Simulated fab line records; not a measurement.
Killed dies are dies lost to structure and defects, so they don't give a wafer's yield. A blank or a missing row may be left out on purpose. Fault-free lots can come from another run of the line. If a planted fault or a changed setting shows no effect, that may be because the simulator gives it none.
What tool caused it? + flow gf180mcu + at 1 step of a route of 602, 14 lots with 42 wafers sampled

## WHAT THE GAUGES SHOWED, per wafer
GF_SALICIDE_THK_MEAS_05: measures by xrf. Usual: for SALICIDE_TIN_THK the level is 20.3 nm and the standard deviation is 0.31.
| lot  | measured     | on            | SALICIDE_TIN_THK (nm) | flag |
|------|--------------|---------------|-----------------------|------|
| L382 | day 15 17:44 | film metro-04 | 20.2 20.2 20.2        |      |
| L384 | day 16 12:49 | film metro-04 | 20.2 20.0 19.9        |      |
| L385 | day 16 22:49 | film metro-03 | 19.9 20.4 20.3        |      |
| L386 | day 17 10:18 | film metro-01 | 20.3 20.3 20.2        |      |
| L387 | day 17 13:43 | film metro-03 | 20.7 20.3 20.6        |      |
| L388 | day 18 04:16 | film metro-01 | 20.4 19.9 20.3        |      |
| L389 | day 18 11:35 | film metro-04 | 20.8 20.9 20.8        |      |
| L390 | day 18 18:33 | film metro-04 | 20.5 20.4 20.3        |      |
| L391 | day 19 04:28 | film metro-04 | 20.9 21.0 21.0        |      |
| L394 | day 20 01:17 | film metro-03 | 20.2 20.2 20.0        |      |
| L395 | day 20 15:52 | film metro-04 | 20.8 20.7 20.8        |      |
| L398 | day 21 12:24 | film metro-03 | 20.6 20.6 20.5        |      |
| L402 | day 22 22:07 | film metro-04 | 20.1 20.0 19.9        |      |
| L403 | day 23 02:28 | film metro-04 | 20.4 20.4 20.3        |      |

## TOOL THAT RAN EACH LOT (tool first, then ch and the chambers of the sampled wafers, then the start)
The record shows no process step preceding these readings.

## AS READ BY THE TOOLS THEMSELVES (means over the sampled wafers that have a number; for cases with no such wafer, the mark the record gives instead)
The record holds no such reading with a usual standard deviation.

## THE ANSWER, worked out from the rows above alone
Rule: lot off if the mean of its wafers having a number is beyond 3 standard deviations from the usual mean. Also off: a lot with no number at a reading for which 4 or more lots have one. Any other lot the step has rows for is counted as sound. The gauges are gone through in route order, then the tools' own readings, and for those a lot's mean is taken as printed above. The first step at which some lot is off is used, and at that step the reading that is off furthest; a lot without a number counts as furthest.
No lot is off on any of the readings shown, so nothing can be concluded from this.

## WHAT THE SIMULATOR PUT IN
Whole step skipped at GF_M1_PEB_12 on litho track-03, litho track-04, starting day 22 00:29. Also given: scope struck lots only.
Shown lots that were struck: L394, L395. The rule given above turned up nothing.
